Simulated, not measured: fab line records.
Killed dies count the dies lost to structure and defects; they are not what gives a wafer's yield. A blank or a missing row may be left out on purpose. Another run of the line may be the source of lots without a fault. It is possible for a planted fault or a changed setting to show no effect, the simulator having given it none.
Comparing a struck lot with a sound one -- flow sky130 -- 20 out of 708 route steps
Sound: the wafers L420.3, L420.4, L420.6. Struck: wafer L427.5 (left out: L427.1, L427.3 of the same lot, which were not struck); the cause appears at the end.
Each step with rows lists, per side, the tool, then ch with its chambers, then its first start. Under that, the readings that differ: sound wafers -- struck wafers -- difference of the means -- sigmas: that difference in standard deviations of wafers without a fault.
alike: readings whose means differ by less than 2 such deviations, and words and numbers that are the same on both sides. not compared: withheld readings, readings that some wafer has no value for, bounds like >300 that may hide the same value, and numbers for which the record gives no deviation and whose values overlap.
A row with sigmas, a row that says differs or no value, or rows on one side alone: a step with any of these is where the two part. Numbers that don't overlap but have no deviation are shown without sigmas and don't part them. A reading that every wafer of one side lacks parts them only if that side has two wafers or more.

SKY_LI_CONTACT_CVD_21: deposits W, target thk 400 nm, time 120.56 s.
  sound on cvd w-02 ch 0,1, day 30 04:31; struck on cvd w-01 ch 0, day 33 15:51
  alike: heater power w
SKY_LI_CONTACT_RS_MEAS_22: measurement is done with a four-point probe.
  sound on film metro-02, day 30 04:38; struck on film metro-04, day 33 15:58
  alike: LI_CONTACT_W_RS
SKY_LI_CONTACT_THK_MEAS_23: measures by xrf.
  sound on film metro-02, day 30 04:44; struck on film metro-04, day 33 16:05
  alike: LI_CONTACT_W_THK
SKY_LI_CONTACT_CMP_24: polishes, stops on PSG, t overpolish 20 s, target thk 0 nm.
  sound on cmp-02 ch 0,2,3, day 30 04:53; struck on cmp-02 ch 0, day 33 16:12
  alike: motor current A, overpolish run s, time to endpoint s
SKY_LOCAL_INTERCONNECT_SPUTTER_00: material TiN, target thk 100 nm, time 83.3 s.
  sound on pvd sputter-03, day 30 05:05; struck on pvd sputter-04, day 33 16:27
  alike: throttle valve pct
SKY_LOCAL_INTERCONNECT_RS_MEAS_01: measurement is done with a four-point probe.
  sound on film metro-03, day 30 05:11; struck on film metro-01, day 33 16:31
  alike: LOCAL_INTERCONNECT_TIN_RS
SKY_LOCAL_INTERCONNECT_THK_MEAS_02: measures by xrf.
  sound on film metro-03, day 30 05:17; struck on film metro-01, day 33 16:38
  alike: LOCAL_INTERCONNECT_TIN_THK
then, 5 steps without rows for these wafers: SKY_LOCAL_INTERCONNECT_DEHYDRATE_03 (time 60 s); SKY_LOCAL_INTERCONNECT_HMDS_04 (prime time 60 s); SKY_LOCAL_INTERCONNECT_COAT_05 (resist thk 60 nm); SKY_LOCAL_INTERCONNECT_COAT_06 (resist thk 450 nm); SKY_LOCAL_INTERCONNECT_SOFTBAKE_07 (time 90 s).
SKY_LOCAL_INTERCONNECT_EXPOSE_08: exposes mask LI1M, target cd 170 nm.
  sound on krf scanner-01 ch 0, day 30 19:53; struck on krf scanner-01 ch 0, day 34 05:28
  alike: mask, exposure dose mJ cm2, focus offset nm, stage vel mm s
then, 2 steps without rows for these wafers: SKY_LOCAL_INTERCONNECT_PEB_09; SKY_LOCAL_INTERCONNECT_DEVELOP_10 (develop time 60 s).
SKY_LOCAL_INTERCONNECT_CD_MEAS_11 targets a cd of 170 nm.
  sound on cd sem-02, day 31 09:09; struck on cd sem-01, day 34 17:39
reading,sound,struck,difference,sigmas
cd nm (nm),169.1 171.0 169.4,128.4,-41.4,-26
SKY_LOCAL_INTERCONNECT_OVL_MEAS_12:
  sound on overlay-01, day 31 09:14; struck on overlay-02, day 34 17:46
  alike: LOCAL_INTERCONNECT_OVL
SKY_LOCAL_INTERCONNECT_ETCH_13: etches BARC in N2/H2, stops on SiO2, time 45.9 s, target depth 60 nm.
  sound on rie metal-03 ch 0,1, day 31 09:17; struck on rie metal-03 ch 1, day 34 17:48
reading,sound,struck,difference,sigmas
model.LOCAL_INTERCONNECT.cd nm (nm),170.1 170.1 168.8,127.3,-42.4,
  alike: chamber pressure mTorr, drypump motor current A, oes product au, throttle valve pct
  not compared: rf hours counter h
SKY_LOCAL_INTERCONNECT_METAL_ETCH_14: etches TiN in Cl2/BCl3, stops on PSG, target depth 110 nm, time 31.4 s.
  sound on rie metal-03 ch 0,1, day 31 09:20; struck on rie metal-03 ch 1, day 34 17:52
reading,sound,struck,difference,sigmas
throttle valve pct (%),21.897 21.897 21.905,21.877,-0.023,-2
model.LOCAL_INTERCONNECT.cd nm (nm),170.3 170.5 169.3,126.9,-43.1,
  alike: chamber pressure mTorr, drypump motor current A, oes product au
  not compared: rf hours counter h
SKY_LOCAL_INTERCONNECT_STRIP_15: strips in O2/N2.
  sound on plasma asher-03 ch 0,1, day 31 09:25; struck on plasma asher-04 ch 1, day 34 17:55
  alike: chamber pressure mTorr, drypump motor current A, oes product au, strip time to endpoint s
  not compared: rf hours counter h

WHERE THEY PART
At SKY_LOCAL_INTERCONNECT_CD_MEAS_11 first; at SKY_LOCAL_INTERCONNECT_METAL_ETCH_14 last (within this record only). Later steps at which nothing parts them and some readings are alike: SKY_LOCAL_INTERCONNECT_STRIP_15.

WHY: what the simulator had put in
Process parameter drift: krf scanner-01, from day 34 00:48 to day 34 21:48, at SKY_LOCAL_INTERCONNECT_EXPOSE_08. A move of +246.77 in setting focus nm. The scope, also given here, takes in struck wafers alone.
